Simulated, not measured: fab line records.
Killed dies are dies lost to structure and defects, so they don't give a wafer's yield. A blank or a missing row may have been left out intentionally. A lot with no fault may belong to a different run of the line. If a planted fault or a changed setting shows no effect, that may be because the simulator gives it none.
Problem report in the 8D (eight disciplines) form, filled by code / flow sfq-line / the parts of the form that need people (team, actions taken, sign-off) are left out

== 1. PROBLEM STATEMENT ==
At SFQ_TRILAYER_I2_CMP_CMP_064, time-to-endpoint-s averages 282 s over 4 wafers from 2 lots, while fault-free wafers read 212 s, standard deviation 8.2. That puts it +8.5 standard deviations away from the usual mean.
The step: polishes SiO2.
Seen first at day 31 13:34 on cmp-02, wafer L954.3. At this step, 42 wafers from 14 lots have a number in the record. The rule behind "out" and "out of limits": a value lying over 4 standard deviations away from the usual mean. Any other wafer with a number is counted as sound.

== 2. WHAT IT IS AND WHAT IT IS NOT ==
question=which readings at this step | is=time-to-endpoint-s | is not=motor-current-A, retaining-ring-pressure-frac, slurry-flow-ml-min
question=which lots | is=L954, L955 | is not=L948, L949, L960, L961, L962, L963, L964, L965, L966, L967, L969, L970
question=which wafers of those lots | is=L954.3, L955.2, L955.3, L955.6 | is not=L954.1, L954.5
question=read on which tools | is=cmp-02 | is not=cmp-01
question=when | is=from day 31 13:34 | is not=up to then (6 sound wafers); but 32 sound wafers of L954, L960, L961, L962, L963, L964, L965, L966, L967, L969, L970 came after

== 3. THE SUSPECTS, EACH WITH WHAT RULES IT OUT ==
Counting: any tool at a process step up to the reading remains a suspect provided it ran every lot that is out. Sound lots after the first of them don't rule it out here, since some wafers of a struck lot are sound.
- cmp-02 at SFQ_TRILAYER_I2_CMP_CMP_064 (polishes SiO2): kept. It ran every lot that is out, first L954 (day 31 13:34); its last sound lot up to then is L949 (day 23 23:53). Its own readings are out on those wafers: time-to-endpoint-s.
Left after counting: cmp-02 at SFQ_TRILAYER_I2_CMP_CMP_064.

== 4. THE CAUSE (what the simulator had put in) ==
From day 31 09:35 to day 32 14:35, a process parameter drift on cmp-02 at SFQ_TRILAYER_I2_CMP_CMP_064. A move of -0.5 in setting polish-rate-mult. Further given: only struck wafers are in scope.
Counting left only this tool.

== 5. SEQUENCE OF EFFECTS, ordered by route ==
Each row: a reading whose mean over the struck wafers that have a number lies more than 3 standard deviations from the usual. Readings are gone through only where the record gives a usual standard deviation; hours: the median, over the lots, of the time from a lot's start at the first step in this table giving one to that lot's start at this step; sigmas: the change measured in usual standard deviations.
hours=0; step=SFQ_TRILAYER_I2_CMP_CMP_064; reading=time-to-endpoint-s; usual=212 s; on struck wafers=282; change=+70; sigmas=+8.5
hours=3; step=SFQ_TRILAYER_I2_METRO_MEASURE_065; reading=thk-nm; usual=199.7 nm; on struck wafers=306.2; change=+106.5; sigmas=+89
hours=151; step=SFQ_TRILAYER_I2_VIA_ETCH_VIA_ETCH_070; reading=oes-product-au; usual=0.854 a.u.; on struck wafers=0.992; change=+0.138; sigmas=+26
It contains these process steps:
- SFQ_TRILAYER_I2_CMP_CMP_064: polishes SiO2.
- SFQ_TRILAYER_I2_METRO_MEASURE_065
- SFQ_TRILAYER_I2_VIA_ETCH_VIA_ETCH_070: etches SiO2 in CHF3, stops on Nb, target depth 260 nm.
Later measuring or inspecting steps at which every struck wafer that the step has a row for has a number for every such reading, and none has moved that far: SFQ_I2_OVL_MEAS_918.

== 6. HOW IT WOULD HAVE BEEN CAUGHT EARLIER ==
In this record no reading fell out of limits until day 31 13:34, 4 hours after the fault had begun at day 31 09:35.
